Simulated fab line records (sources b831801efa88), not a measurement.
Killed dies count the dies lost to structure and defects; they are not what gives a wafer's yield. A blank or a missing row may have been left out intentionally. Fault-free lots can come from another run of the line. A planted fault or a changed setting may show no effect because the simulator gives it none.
The tool behind it: which one? / flow gf180mcu / 13 lots with 39 wafers sampled at 5 steps, on a route of 602 steps

== WHAT THE GAUGES READ, wafer by wafer ==
GF_STI_THK_MEAS_02. Usual: STI_OXIDATION_THK typically reads 10.08 nm, with standard deviation 0.2.
lot=L616; measured=day 1 12:05; on=film_metro-02; STI_OXIDATION_THK (nm)=9.91 9.72 9.98; flag=
lot=L617; measured=day 1 17:26; on=film_metro-02; STI_OXIDATION_THK (nm)=10.19 10.09 10.08; flag=
lot=L618; measured=day 1 22:43; on=film_metro-04; STI_OXIDATION_THK (nm)=10.41 10.48 10.61; flag=
lot=L619; measured=day 2 02:44; on=film_metro-03; STI_OXIDATION_THK (nm)=10.10 10.04 10.28; flag=
lot=L620; measured=day 2 07:31; on=film_metro-04; STI_OXIDATION_THK (nm)=9.80 9.64 9.83; flag=
lot=L622; measured=day 2 18:52; on=film_metro-03; STI_OXIDATION_THK (nm)=10.09 10.05 9.98; flag=
lot=L623; measured=day 3 01:36; on=film_metro-02; STI_OXIDATION_THK (nm)=10.37 10.29 10.44; flag=
lot=L627; measured=day 3 20:36; on=film_metro-04; STI_OXIDATION_THK (nm)=10.51 10.40 10.35; flag=
lot=L629; measured=day 4 04:31; on=film_metro-02; STI_OXIDATION_THK (nm)=9.96 9.94 9.96; flag=
lot=L631; measured=day 4 14:31; on=film_metro-03; STI_OXIDATION_THK (nm)=10.19 10.24 10.11; flag=
lot=L632; measured=day 4 19:31; on=film_metro-02; STI_OXIDATION_THK (nm)=9.81 10.00 9.88; flag=
lot=L636; measured=day 5 15:31; on=film_metro-02; STI_OXIDATION_THK (nm)=9.89 10.04 10.00; flag=
lot=L639; measured=day 6 06:32; on=film_metro-03; STI_OXIDATION_THK (nm)=9.97 10.05 9.98; flag=

GF_DNWELL_TW_MEAS_09. Usual: DNWELL_TW typically reads 1354, with standard deviation 11.
lot=L616; measured=day 2 18:51; on=film_metro-04; DNWELL_TW=1353 1346 1349; flag=
lot=L617; measured=day 2 23:28; on=film_metro-04; DNWELL_TW=1334 1336 1332; flag=
lot=L618; measured=day 3 08:35; on=film_metro-03; DNWELL_TW=1359 1367 1377; flag=
lot=L619; measured=day 3 16:26; on=film_metro-04; DNWELL_TW=1351 1344 1355; flag=
lot=L620; measured=day 3 22:12; on=film_metro-03; DNWELL_TW=1356 1351 1351; flag=
lot=L622; measured=day 4 11:15; on=film_metro-03; DNWELL_TW=1370 1370 1381; flag=
lot=L623; measured=day 4 11:08; on=film_metro-03; DNWELL_TW=1369 1371 1379; flag=
lot=L627; measured=day 5 09:27; on=film_metro-04; DNWELL_TW=1503 1496 1504; flag=OFF
lot=L629; measured=day 5 16:13; on=film_metro-01; DNWELL_TW=1531 1511 1517; flag=OFF
lot=L631; measured=day 6 04:33; on=film_metro-04; DNWELL_TW=1346 1357 1343; flag=
lot=L632; measured=day 6 09:37; on=film_metro-04; DNWELL_TW=1349 1352 1350; flag=
lot=L636; measured=day 7 05:28; on=film_metro-03; DNWELL_TW=1373 1363 1366; flag=
lot=L639; measured=day 7 22:03; on=film_metro-03; DNWELL_TW=1355 1353 1358; flag=

GF_DUAL_GATE_OVL_MEAS_11. Usual: DUAL_GATE_OVL typically reads -0.4 nm, with standard deviation 1.3.
lot=L616; measured=day 8 10:50; on=overlay-01; DUAL_GATE_OVL (nm)=1.0 0.7 -0.5; flag=
lot=L617; measured=day 8 16:44; on=overlay-01; DUAL_GATE_OVL (nm)=-1.3 -1.3 -2.9; flag=
lot=L618; measured=day 9 05:05; on=overlay-01; DUAL_GATE_OVL (nm)=-0.2 0.8 0.8; flag=
lot=L619; measured=day 9 17:32; on=overlay-02; DUAL_GATE_OVL (nm)=-2.0 -1.6 -2.3; flag=
lot=L620; measured=day 9 23:50; on=overlay-02; DUAL_GATE_OVL (nm)=-1.6 -2.3 -1.9; flag=
lot=L622; measured=day 10 16:56; on=overlay-02; DUAL_GATE_OVL (nm)=1.3 0.7 -0.1; flag=
lot=L623; measured=day 10 15:17; on=overlay-01; DUAL_GATE_OVL (nm)=0.9 -0.3 0.7; flag=
lot=L627; measured=day 11 21:11; on=overlay-01; DUAL_GATE_OVL (nm)=-1.0 -0.4 -0.1; flag=
lot=L629; measured=day 12 06:23; on=overlay-02; DUAL_GATE_OVL (nm)=-0.4 0.5 -0.1; flag=
lot=L631; measured=day 13 01:43; on=overlay-02; DUAL_GATE_OVL (nm)=-1.2 -0.7 -1.0; flag=
lot=L632; measured=day 13 05:08; on=overlay-02; DUAL_GATE_OVL (nm)=0.2 -0.4 0.4; flag=
lot=L636; measured=day 14 07:38; on=overlay-01; DUAL_GATE_OVL (nm)=1.7 -0.1 -0.8; flag=
lot=L639; measured=day 15 04:16; on=overlay-02; DUAL_GATE_OVL (nm)=-0.9 1.3 0.0; flag=

== WHAT TOOL EACH LOT RAN ON (gives the tool, then ch and the chambers of the sampled wafers, and finally the start) ==
lot=L616; GF_STI_ETCH_13=rie_diel-03 ch 0,1,3, day 2 01:33; GF_DNWELL_IMPLANT_07=implanter-04 ch 0, day 2 18:36
lot=L617; GF_STI_ETCH_13=rie_diel-01 ch 0,2,3, day 2 06:25; GF_DNWELL_IMPLANT_07=implanter-01 ch 0, day 2 23:13
lot=L618; GF_STI_ETCH_13=rie_diel-01 ch 0,1,2, day 2 13:39; GF_DNWELL_IMPLANT_07=implanter-02 ch 0, day 3 08:22
lot=L619; GF_STI_ETCH_13=rie_diel-01 ch 0,1,3, day 2 16:54; GF_DNWELL_IMPLANT_07=implanter-01 ch 0, day 3 16:13
lot=L620; GF_STI_ETCH_13=rie_diel-02 ch 1,2,3, day 2 21:13; GF_DNWELL_IMPLANT_07=implanter-02 ch 0, day 3 21:57
lot=L622; GF_STI_ETCH_13=rie_diel-03 ch 2,3, day 3 09:42; GF_DNWELL_IMPLANT_07=implanter-01 ch 0, day 4 11:00
lot=L623; GF_STI_ETCH_13=rie_diel-01 ch 2,3, day 3 15:13; GF_DNWELL_IMPLANT_07=implanter-02 ch 0, day 4 10:55
lot=L627; GF_STI_ETCH_13=rie_diel-02 ch 0,2, day 4 13:24; GF_DNWELL_IMPLANT_07=implanter-01 ch 0, day 5 09:14
lot=L629; GF_STI_ETCH_13=rie_diel-02 ch 1,2, day 4 21:22; GF_DNWELL_IMPLANT_07=implanter-01 ch 0, day 5 15:59
lot=L631; GF_STI_ETCH_13=rie_diel-03 ch 1,3, day 5 08:18; GF_DNWELL_IMPLANT_07=implanter-04 ch 0, day 6 04:18
lot=L632; GF_STI_ETCH_13=rie_diel-03 ch 1,2,3, day 5 13:15; GF_DNWELL_IMPLANT_07=implanter-04 ch 0, day 6 09:22
lot=L636; GF_STI_ETCH_13=rie_diel-01 ch 0,2, day 6 08:03; GF_DNWELL_IMPLANT_07=implanter-04 ch 0, day 7 05:14
lot=L639; GF_STI_ETCH_13=rie_diel-02 ch 0,2,3, day 7 00:36; GF_DNWELL_IMPLANT_07=implanter-04 ch 0, day 7 21:50
- GF_STI_ETCH_13: etches the open film in CHF3/O2, stops on Si, target depth 282.31 nm, time 112.9 s.
- GF_DNWELL_IMPLANT_07

== WHAT THE TOOLS THEMSELVES READ (means of the sampled wafers that have a number; where no wafer has one, the mark that the record gives instead) ==
GF_STI_ETCH_13. Usual: drypump_motor_current_A 5.5 A, standard deviation 0.43; oes_product_au 0.832 a.u., standard deviation 0.007; rf_fwd_power_W 597.1 W, standard deviation 1.9; throttle_valve_pct 8.810 %, standard deviation 0.01.
lot=L616; tool=rie_diel-03; drypump_motor_current_A (A)=5.6; oes_product_au (a.u.)=0.835; rf_fwd_power_W (W)=596.3; throttle_valve_pct (%)=8.797; flag=
lot=L617; tool=rie_diel-01; drypump_motor_current_A (A)=5.6; oes_product_au (a.u.)=0.831; rf_fwd_power_W (W)=596.6; throttle_valve_pct (%)=8.806; flag=
lot=L618; tool=rie_diel-01; drypump_motor_current_A (A)=5.2; oes_product_au (a.u.)=0.834; rf_fwd_power_W (W)=596.2; throttle_valve_pct (%)=8.808; flag=
lot=L619; tool=rie_diel-01; drypump_motor_current_A (A)=5.3; oes_product_au (a.u.)=0.839; rf_fwd_power_W (W)=597.5; throttle_valve_pct (%)=8.814; flag=
lot=L620; tool=rie_diel-02; drypump_motor_current_A (A)=5.7; oes_product_au (a.u.)=0.834; rf_fwd_power_W (W)=597.1; throttle_valve_pct (%)=8.823; flag=
lot=L622; tool=rie_diel-03; drypump_motor_current_A (A)=5.5; oes_product_au (a.u.)=0.835; rf_fwd_power_W (W)=594.9; throttle_valve_pct (%)=8.805; flag=
lot=L623; tool=rie_diel-01; drypump_motor_current_A (A)=6.0; oes_product_au (a.u.)=0.837; rf_fwd_power_W (W)=598.8; throttle_valve_pct (%)=8.815; flag=
lot=L627; tool=rie_diel-02; drypump_motor_current_A (A)=5.2; oes_product_au (a.u.)=0.831; rf_fwd_power_W (W)=597.7; throttle_valve_pct (%)=8.811; flag=
lot=L629; tool=rie_diel-02; drypump_motor_current_A (A)=5.8; oes_product_au (a.u.)=0.827; rf_fwd_power_W (W)=597.0; throttle_valve_pct (%)=8.811; flag=
lot=L631; tool=rie_diel-03; drypump_motor_current_A (A)=5.5; oes_product_au (a.u.)=0.842; rf_fwd_power_W (W)=596.7; throttle_valve_pct (%)=8.813; flag=
lot=L632; tool=rie_diel-03; drypump_motor_current_A (A)=5.6; oes_product_au (a.u.)=0.842; rf_fwd_power_W (W)=598.5; throttle_valve_pct (%)=8.818; flag=
lot=L636; tool=rie_diel-01; drypump_motor_current_A (A)=5.6; oes_product_au (a.u.)=0.828; rf_fwd_power_W (W)=598.5; throttle_valve_pct (%)=8.806; flag=
lot=L639; tool=rie_diel-02; drypump_motor_current_A (A)=5.5; oes_product_au (a.u.)=0.831; rf_fwd_power_W (W)=597.6; throttle_valve_pct (%)=8.817; flag=

GF_DNWELL_IMPLANT_07. Usual: beam_on_s 10.01 s, standard deviation 0.21; end_station_pressure_torr 5.04e-06 Torr, standard deviation 2.6e-07; faraday_current_uA 56.3, standard deviation 1.2.
lot=L616; tool=implanter-04; beam_on_s (s)=9.95; end_station_pressure_torr (Torr)=5.13e-06; faraday_current_uA=56.6; flag=
lot=L617; tool=implanter-01; beam_on_s (s)=9.86; end_station_pressure_torr (Torr)=4.98e-06; faraday_current_uA=57.2; flag=
lot=L618; tool=implanter-02; beam_on_s (s)=10.09; end_station_pressure_torr (Torr)=4.77e-06; faraday_current_uA=56.0; flag=
lot=L619; tool=implanter-01; beam_on_s (s)=9.92; end_station_pressure_torr (Torr)=5.17e-06; faraday_current_uA=56.8; flag=
lot=L620; tool=implanter-02; beam_on_s (s)=10.20; end_station_pressure_torr (Torr)=4.98e-06; faraday_current_uA=55.2; flag=
lot=L622; tool=implanter-01; beam_on_s (s)=10.35; end_station_pressure_torr (Torr)=5.03e-06; faraday_current_uA=54.5; flag=
lot=L623; tool=implanter-02; beam_on_s (s)=9.92; end_station_pressure_torr (Torr)=5.03e-06; faraday_current_uA=56.9; flag=
lot=L627; tool=implanter-01; beam_on_s (s)=14.46; end_station_pressure_torr (Torr)=5.18e-06; faraday_current_uA=39.0; flag=OFF
lot=L629; tool=implanter-01; beam_on_s (s)=14.45; end_station_pressure_torr (Torr)=4.88e-06; faraday_current_uA=39.0; flag=OFF
lot=L631; tool=implanter-04; beam_on_s (s)=10.05; end_station_pressure_torr (Torr)=5.14e-06; faraday_current_uA=56.1; flag=
lot=L632; tool=implanter-04; beam_on_s (s)=9.70; end_station_pressure_torr (Torr)=5.15e-06; faraday_current_uA=58.0; flag=
lot=L636; tool=implanter-04; beam_on_s (s)=10.04; end_station_pressure_torr (Torr)=4.89e-06; faraday_current_uA=56.1; flag=
lot=L639; tool=implanter-04; beam_on_s (s)=10.08; end_station_pressure_torr (Torr)=4.90e-06; faraday_current_uA=56.1; flag=

== THE ANSWER, worked out from the rows above alone ==
Rule: lot off if the mean of its wafers having a number is beyond 3 standard deviations from the usual mean. Also off: a lot with no number at a reading for which 4 or more lots have one. Any other lot the step has rows for is counted as sound. The gauges are gone through in route order, then the tools' own readings, and for those a lot's mean is taken as printed above. The first step at which some lot is off is used, and at that step the reading that is off furthest; a lot without a number counts as furthest.
Off: at GF_DNWELL_TW_MEAS_09 (DNWELL_TW), L627, L629.
If a tool, at a process step before that reading, ran all the lots that are off and no sound lot after the first of them, it fits. Not tried: the gauges at GF_DNWELL_TW_MEAS_09; whatever is off there is also off at GF_DNWELL_IMPLANT_07, on other tools, and gauge error can't account for it. One fits: GF_DNWELL_IMPLANT_07 on implanter-01. Its last sound lot is L622 (day 4 11:00), its first lot that is off L627 (day 5 09:14): a fault that began between those two fits.
The tool's own readings at GF_DNWELL_IMPLANT_07 bear it out: on the lots that are off they differ by more than 5 times the standard deviation of the sound lots' means. beam_on_s reads 14.46 s there against 10.01 s on the sound lots; faraday_current_uA reads 39.0 there against 56.3 on the sound lots.

== WHAT WAS PUT IN BY THE SIMULATOR ==
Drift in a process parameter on implanter-01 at GF_DNWELL_IMPLANT_07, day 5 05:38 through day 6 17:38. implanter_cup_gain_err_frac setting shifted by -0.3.
Struck lots among those shown: L627, L629. The rule above found the same.
